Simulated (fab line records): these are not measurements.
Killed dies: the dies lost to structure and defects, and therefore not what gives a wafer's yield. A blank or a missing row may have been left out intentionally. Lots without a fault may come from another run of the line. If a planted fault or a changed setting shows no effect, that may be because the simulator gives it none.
fab line records | flow sky130 | part 2 of 2: steps 29 to 41 of 41
record: lots: 5 | wafers: 15 | last_day: 50
route steps=708 shown LDD_LDN@294 SPACER@304 POLY_CUT@307 SD_P@320 RES_XHIGH@332
lots that met no fault: from a run of the same line without faults
start_h: the number of hours between the record's first day and the start of the first shown wafer of the lot | wait_h: hours elapsed since this lot's preceding step | " as in the row above | L1.1+2: several wafers, shown together as one row | - value missing, or start not given | * or withheld: withheld | < > ~ a bound
route shown NAME@n: NAME is a module with steps in the file, n the number in the route of the first one | usual: average and standard deviation across the fault-free wafers | same: alike in all rows | chamber/n: place in a boat | sites: each site's reading | _std_site: their standard deviation | _edge_site: outer sites' mean less inner sites' | radius_mm: for every site, how far away it sits from the centre of the wafer | mask NAME#n: copy n | behind: the last tool/chamber to shape the wafer | hold: the reason the lot was held/the length of the hold in hours/how it ended | device: which transistor (n, p or np) failed to switch | end of line: the tests these same wafers got at the end of their route | for a step that has no rows: nothing shown but its recipe | killed: the dies lost at the first sort to structure and to defects; this is not the yield of the wafer | map: a wafer's dies, x killed, . not, _ none there
set.NAME: the setting that was run; set.NAME@STEP: the one run at that earlier step | model.NAME: the simulator's own value behind a step, which no gauge read
certain route steps with their lots: each step a table, each wafer a row
services: when a tool's chamber went out of use (start_h, in hours from the record's first day, below 0 if earlier), for how many hours, and the reason
== steps ==
step: SKY_SD_P_COAT_02
recipe: resist: NOVOLAK | spin_rpm: 3000 | resist_thk_nm: 1140
usual: dispense_pressure_kPa: 47.3/1.8
lot.wafer | tool           | chamber | start_h | wait_h | dispense_pressure_kPa
L077.1    | litho_track-01 | 0       | 602.58  | 0.1    | 47.1
L077.4    | "              | 0       | "       | "      | 47.0
L077.6    | "              | 0       | "       | "      | 47.1
L085.2    | litho_track-04 | 0       | 670.19  | 0.1    | 45.1
L085.3    | "              | 0       | "       | "      | 45.1
L085.6    | "              | 0       | "       | "      | 45.1
L087.3    | litho_track-02 | 0       | 688.10  | 0.1    | 49.1
L087.4    | "              | 0       | "       | "      | 49.1
L087.6    | "              | 0       | "       | "      | 49.1
L089.3    | litho_track-02 | 0       | 703.30  | 0.1    | 49.2
L089.4    | "              | 0       | "       | "      | 49.2
L089.6    | "              | 0       | "       | "      | 49.1
L093.2    | litho_track-04 | 0       | 735.79  | 0.1    | 45.1
L093.3    | "              | 0       | "       | "      | 45.1
L093.6    | "              | 0       | "       | "      | 45.1
step: SKY_SD_P_SOFTBAKE_03
recipe: temp_c: 90 | time_s: 60 | resist: NOVOLAK
lot.wafer  | tool           | chamber | start_h | wait_h
L077.1+4+6 | litho_track-01 | 0       | 602.73  | 0.1
L085.2+3+6 | litho_track-04 | 0       | 670.34  | 0.1
L087.3+4+6 | litho_track-02 | 0       | 688.25  | 0.1
L089.3+4+6 | litho_track-02 | 0       | 703.45  | 0.1
L093.2+3+6 | litho_track-04 | 0       | 735.94  | 0.1
step: SKY_SD_P_EXPOSE_04
recipe: mask_id: PSDM | na: 0.6 | source_shape: conventional | sigma_outer: 0.6 | polarization: unpolarized | target_cd_nm: 380 | dose_mj: 138
usual: focus_offset_nm: 0.1/0.49
lot.wafer | tool             | chamber | start_h | wait_h | mask   | focus_offset_nm
L077.1    | iline_stepper-01 | 0       | -       | -      | PSDM#0 | 0.6
L077.4    | "                | 0       | "       | "      | PSDM#0 | 0.8
L077.6    | "                | 0       | "       | "      | PSDM#0 | -0.2
L085.2    | iline_stepper-02 | 0       | -       | -      | PSDM#0 | 0.6
L085.3    | "                | 0       | "       | "      | PSDM#0 | -0.2
L085.6    | "                | 0       | "       | "      | PSDM#0 | 0.3
L087.3    | iline_stepper-02 | 0       | -       | -      | PSDM#0 | 0.6
L087.4    | "                | 0       | "       | "      | PSDM#0 | 1.0
L087.6    | "                | 0       | "       | "      | PSDM#0 | -0.2
L089.3    | iline_stepper-01 | 0       | -       | -      | PSDM#0 | 0.5
L089.4    | "                | 0       | "       | "      | PSDM#0 | 0.4
L089.6    | "                | 0       | "       | "      | PSDM#0 | 0.6
L093.2    | iline_stepper-01 | 0       | -       | -      | PSDM#0 | 0.2
L093.3    | "                | 0       | "       | "      | PSDM#0 | 0.0
L093.6    | "                | 0       | "       | "      | PSDM#0 | -0.4
step: SKY_SD_P_PEB_05
recipe: temp_c: withheld | time_s: * | resist: NOVOLAK
lot.wafer  | tool           | chamber | start_h | wait_h
L077.1+4+6 | litho_track-02 | 0       | -       | -
L085.2+3+6 | litho_track-04 | 0       | -       | -
L087.3+4+6 | litho_track-02 | 0       | -       | -
L089.3+4+6 | litho_track-04 | 0       | -       | -
L093.2+3+6 | litho_track-04 | 0       | -       | -
step: SKY_SD_P_DEVELOP_06
recipe: resist: NOVOLAK | developer: TMAH | develop_time_s: 60 | dev_temp_c: 23
lot.wafer  | tool           | chamber | start_h | wait_h
L077.1+4+6 | litho_track-02 | 0       | 617.05  | 0.1
L085.2+3+6 | litho_track-04 | 0       | 684.64  | 0.1
L087.3+4+6 | litho_track-02 | 0       | 702.50  | 0.1
L089.3+4+6 | litho_track-04 | 0       | 717.42  | 0.1
L093.2+3+6 | litho_track-04 | 0       | 749.29  | 0.1
step: SKY_SD_P_CD_MEAS_07
recipe: target_cd_nm: 380
usual: cd_nm: 379.8/2.3
lot.wafer | tool      | chamber | start_h | wait_h | cd_nm
L077.1    | cd_sem-02 | -       | 617.20  | 0.1    | 376.6
L077.4    | "         | -       | "       | "      | 376.3
L077.6    | "         | -       | "       | "      | 376.4
L085.2    | cd_sem-02 | -       | 684.79  | 0.1    | 380.0
L085.3    | "         | -       | "       | "      | 379.4
L085.6    | "         | -       | "       | "      | 380.5
L087.3    | cd_sem-01 | -       | 702.64  | 0.1    | 377.9
L087.4    | "         | -       | "       | "      | 375.5
L087.6    | "         | -       | "       | "      | 376.7
L089.3    | cd_sem-01 | -       | 717.56  | 0.1    | 378.9
L089.4    | "         | -       | "       | "      | 379.6
L089.6    | "         | -       | "       | "      | 378.4
L093.2    | cd_sem-01 | -       | 749.44  | 0.1    | 382.6
L093.3    | "         | -       | "       | "      | 383.1
L093.6    | "         | -       | "       | "      | 384.0
step: SKY_SD_P_OVL_MEAS_08
usual: SD_P_OVL: 0.3/1.2
lot.wafer | tool       | chamber | start_h | wait_h | SD_P_OVL[nm]
L077.1    | overlay-01 | -       | 617.32  | 0.1    | -2.0
L077.4    | "          | -       | "       | "      | -0.9
L077.6    | "          | -       | "       | "      | -1.5
L085.2    | overlay-01 | -       | 684.89  | 0.1    | 1.3
L085.3    | "          | -       | "       | "      | 0.5
L085.6    | "          | -       | "       | "      | 0.4
L087.3    | overlay-01 | -       | 702.73  | 0.1    | 1.4
L087.4    | "          | -       | "       | "      | 0.9
L087.6    | "          | -       | "       | "      | 0.1
L089.3    | overlay-02 | -       | 717.65  | 0.1    | 1.5
L089.4    | "          | -       | "       | "      | 1.8
L089.6    | "          | -       | "       | "      | 0.9
L093.2    | overlay-01 | -       | 749.54  | 0.1    | 1.8
L093.3    | "          | -       | "       | "      | 1.2
L093.6    | "          | -       | "       | "      | 0.8
step: SKY_SD_P_IMPLANT_09
recipe: species: BF2 | energy_kev: 20.27 | dose_cm2: 3e+15 | tilt_deg: 0
lot.wafer  | tool         | chamber | start_h | wait_h
L077.1+4+6 | implanter-04 | 0       | 617.35  | 0.0
L085.2+3+6 | implanter-02 | 0       | 684.95  | 0.0
L087.3+4+6 | implanter-04 | 0       | 702.80  | 0.1
L089.3+4+6 | implanter-01 | 0       | 717.72  | 0.1
L093.2+3+6 | implanter-01 | 0       | 749.60  | 0.0
step: SKY_SD_P_STRIP_10
recipe: chemistry: O2/N2 | power_w: 1400 | pressure_mtorr: 1500 | platen_temp_c: withheld | o2_flow_sccm: 3000 | n2_flow_sccm: 300 | overash_fraction: 0.5
usual: drypump_motor_current_A: 5.7/0.44 | oes_product_au: 0.616/0.0045 | strip_time_to_endpoint_s: 17.54/0.041
lot.wafer | tool            | chamber | start_h | wait_h | drypump_motor_current_A | oes_product_au | rf_hours_counter_h | strip_time_to_endpoint_s
L077.1    | plasma_asher-02 | 1       | 617.50  | 0.1    | 6.2                     | 0.616          | 46                 | 17.52
L077.4    | "               | 0       | "       | "      | 5.7                     | 0.617          | -                  | 17.55
L077.6    | "               | 1       | "       | "      | 6.2                     | 0.618          | -                  | 17.53
L085.2    | plasma_asher-04 | 0       | 685.07  | 0.1    | 5.3                     | 0.613          | 86                 | 17.53
L085.3    | "               | 0       | "       | "      | 5.3                     | 0.615          | -                  | 17.53
L085.6    | "               | 1       | "       | "      | 5.7                     | 0.616          | -                  | 17.49
L087.3    | plasma_asher-01 | 1       | 702.94  | 0.1    | 5.2                     | 0.614          | -                  | 17.54
L087.4    | "               | 0       | "       | "      | 6.3                     | 0.613          | -                  | 17.56
L087.6    | "               | 1       | "       | "      | 5.2                     | 0.620          | -                  | 17.53
L089.3    | plasma_asher-04 | 0       | 717.85  | 0.1    | 5.3                     | 0.623          | -                  | 17.55
L089.4    | "               | 1       | "       | "      | 5.7                     | 0.615          | -                  | 17.54
L089.6    | "               | 1       | "       | "      | 5.7                     | 0.610          | -                  | 17.52
L093.2    | plasma_asher-02 | 1       | 749.72  | 0.1    | 6.3                     | 0.620          | 60                 | 17.54
L093.3    | "               | 0       | "       | "      | 5.7                     | 0.616          | -                  | 17.56
L093.6    | "               | 0       | "       | "      | 5.7                     | 0.617          | -                  | 17.58
step: SKY_SD_P_TW_MEAS_11
usual: SD_P_TW: 2820/41
lot.wafer | tool          | chamber | start_h | wait_h | SD_P_TW
L077.1    | film_metro-01 | -       | 617.60  | 0.1    | 2846
L077.4    | "             | -       | "       | "      | 2843
L077.6    | "             | -       | "       | "      | 2848
L085.2    | film_metro-03 | -       | 685.18  | 0.1    | 2784
L085.3    | "             | -       | "       | "      | 2775
L085.6    | "             | -       | "       | "      | 2762
L087.3    | film_metro-03 | -       | 703.02  | 0.1    | 2781
L087.4    | "             | -       | "       | "      | 2774
L087.6    | "             | -       | "       | "      | 2791
L089.3    | film_metro-03 | -       | 717.94  | 0.1    | 2784
L089.4    | "             | -       | "       | "      | 2778
L089.6    | "             | -       | "       | "      | 2798
L093.2    | film_metro-03 | -       | 749.83  | 0.1    | 2788
L093.3    | "             | -       | "       | "      | 2783
L093.6    | "             | -       | "       | "      | 2786
step: SKY_RES_XHIGH_DEHYDRATE_00
recipe: temp_c: 200 | time_s: 60
lot.wafer  | tool           | chamber | start_h | wait_h
L077.1+4+6 | litho_track-04 | 0       | 631.52  | 13.9
L085.2+3+6 | litho_track-01 | 0       | 698.70  | 13.5
L087.3+4+6 | litho_track-01 | 0       | 716.68  | 13.6
L089.3+4+6 | litho_track-04 | 0       | 731.32  | 13.4
L093.2+3+6 | litho_track-03 | 0       | 762.52  | 12.7
step: SKY_RES_XHIGH_HMDS_01
recipe: prime_time_s: 60 | prime_temp_c: 120
usual: prime_temp_c: 119.97/0.13
lot.wafer | tool           | chamber | start_h | wait_h | prime_temp_c
L077.1    | litho_track-04 | 0       | 631.67  | 0.1    | 119.78
L077.4    | "              | 0       | "       | "      | 119.81
L077.6    | "              | 0       | "       | "      | 119.92
L085.2    | litho_track-01 | 0       | 698.85  | 0.1    | 120.08
L085.3    | "              | 0       | "       | "      | 119.81
L085.6    | "              | 0       | "       | "      | 120.10
L087.3    | litho_track-01 | 0       | 716.83  | 0.1    | 120.03
L087.4    | "              | 0       | "       | "      | 120.05
L087.6    | "              | 0       | "       | "      | 120.15
L089.3    | litho_track-04 | 0       | 731.47  | 0.1    | 119.82
L089.4    | "              | 0       | "       | "      | 119.99
L089.6    | "              | 0       | "       | "      | 119.91
L093.2    | litho_track-03 | 0       | 762.67  | 0.1    | 120.08
L093.3    | "              | 0       | "       | "      | 119.94
L093.6    | "              | 0       | "       | "      | 120.18
step: SKY_RES_XHIGH_COAT_02
recipe: resist: NOVOLAK | spin_rpm: 3000 | resist_thk_nm: 1140
usual: dispense_pressure_kPa: 48/4.9
lot.wafer | tool           | chamber | start_h | wait_h | dispense_pressure_kPa
L077.1    | litho_track-04 | 0       | 631.82  | 0.1    | 45
L077.4    | "              | 0       | "       | "      | 45
L077.6    | "              | 0       | "       | "      | 45
L085.2    | litho_track-01 | 0       | 699.00  | 0.1    | 47
L085.3    | "              | 0       | "       | "      | 47
L085.6    | "              | 0       | "       | "      | 47
L087.3    | litho_track-01 | 0       | 716.98  | 0.1    | 47
L087.4    | "              | 0       | "       | "      | 47
L087.6    | "              | 0       | "       | "      | 47
L089.3    | litho_track-04 | 0       | 731.62  | 0.1    | 45
L089.4    | "              | 0       | "       | "      | 45
L089.6    | "              | 0       | "       | "      | 45
L093.2    | litho_track-03 | 0       | 762.82  | 0.1    | 59
L093.3    | "              | 0       | "       | "      | 59
L093.6    | "              | 0       | "       | "      | 59
== services ==
tool             | chamber | start_h | hours | kind
iline_stepper-01 | -       | 533.14  | 7.4   | repair
rie_diel-04      | 1       | 538.26  | 9.1   | repair
rie_diel-03      | 2       | 538.53  | 15.4  | repair
implanter-03     | -       | 541.24  | 30.4  | repair
plasma_asher-02  | -       | 551.50  | 1.8   | repair
plasma_asher-02  | -       | 568.99  | 3.5   | repair
rie_diel-03      | -       | 573.81  | 0.8   | repair
implanter-04     | -       | 583.60  | 5.3   | pm
lpcvd-02         | -       | 607.18  | 6.1   | pm
plasma_asher-04  | -       | 615.03  | 3.9   | repair
lpcvd-02         | -       | 630.06  | 2.8   | pm
implanter-02     | -       | 631.19  | 3.8   | repair
plasma_asher-04  | -       | 666.31  | 0.5   | repair
implanter-04     | -       | 671.13  | 5.7   | pm
rie_diel-04      | 1       | 676.55  | 17.4  | repair
rie_diel-03      | 1       | 678.69  | 3.0   | repair
implanter-03     | -       | 681.33  | 4.5   | pm
rie_diel-04      | 0       | 701.90  | 3.7   | repair
rie_diel-03      | 1       | 713.13  | 6.5   | repair
implanter-02     | -       | 723.84  | 1.6   | repair
implanter-03     | -       | 725.93  | 3.5   | repair
rie_diel-04      | 1       | 734.56  | 3.8   | repair
implanter-04     | -       | 749.17  | 0.6   | repair
implanter-02     | -       | 751.43  | 85.2  | pm
